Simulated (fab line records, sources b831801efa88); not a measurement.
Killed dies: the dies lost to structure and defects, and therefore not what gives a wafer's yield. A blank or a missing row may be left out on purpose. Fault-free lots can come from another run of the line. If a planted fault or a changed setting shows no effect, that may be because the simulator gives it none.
Problem report in the 8D (eight disciplines) form, filled by code	flow sky130	the parts of the form that need people (team, actions taken, sign-off) are left out

== 1. PROBLEM STATEMENT ==
Mean of spin_speed_rpm at SKY_VT_ADJUST_HVTR_COAT_02: 2811.8 rpm across 6 wafers in 2 lots; on wafers with no fault it is 2999.8 rpm (standard deviation 2.1). That puts it -90 standard deviations away from the usual mean.
The step: resist thk 1140 nm.
Earliest sighting: wafer L606.3 on litho_track-04 at day 14 20:35. The record has a number at this step for 39 wafers belonging to 13 lots. The rule behind "out" and "out of limits": a value lying over 4 standard deviations away from the usual mean. Any other wafer with a number is counted as sound.

== 2. WHAT IT IS; WHAT IT IS NOT ==
question	is	is not
which readings at this step	spin_speed_rpm	-
which lots	L606, L607	L587, L589, L590, L591, L592, L593, L597, L598, L599, L600, L602
which wafers of those lots	all that have a number	-
read on which tools	litho_track-04	litho_track-02, litho_track-03
when	from day 14 20:35	up to then (33 sound wafers)

== 3. THE SUSPECTS, EACH WITH WHAT RULES IT OUT ==
Counting: a tool at any process step up to the reading remains a suspect when it ran all the lots that are out and ran no sound lot after the first of those.
- litho_track-04 at SKY_VT_ADJUST_HVTR_COAT_02 (resist thk 1140 nm): kept. All lots that are out passed through it, beginning with L606 at day 14 20:35, and no sound lot followed; its final sound lot before that point was L602 at day 13 15:05. Its own readings are out on those wafers: spin_speed_rpm.
Left after counting: litho_track-04 at SKY_VT_ADJUST_HVTR_COAT_02.

== 4. THE CAUSE (what the simulator had put in) ==
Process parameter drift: litho_track-04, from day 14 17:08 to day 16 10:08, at SKY_VT_ADJUST_HVTR_COAT_02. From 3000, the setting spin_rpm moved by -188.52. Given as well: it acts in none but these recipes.
Counting left only this tool.

== 5. SEQUENCE OF EFFECTS, ordered by route ==
One row per reading whose mean, taken over the struck wafers that have a number, lies over 3 standard deviations from the usual. Only readings whose record carries a usual standard deviation are examined. hours: median over the lots of the time between each lot's start at the first step of this table that gives one and its start at this step. sigmas: the change, counted in usual standard deviations.
hours	step	reading	usual	on struck wafers	change	sigmas
0	SKY_VT_ADJUST_HVTR_COAT_02	spin_speed_rpm	2999.8 rpm	2811.8	-188.0	-90
14	SKY_VT_ADJUST_HVTR_STRIP_10	strip_time_to_endpoint_s	14.20 s	14.60	+0.40	+8.7
Process steps it contains:
- SKY_VT_ADJUST_HVTR_COAT_02: resist thk 1140 nm.
- SKY_VT_ADJUST_HVTR_STRIP_10: strips in O2/N2.

== 6. WHAT WOULD HAVE CAUGHT IT SOONER ==
In this record the first reading out of limits was taken at day 14 20:35, 3 hours after the fault began at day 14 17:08.
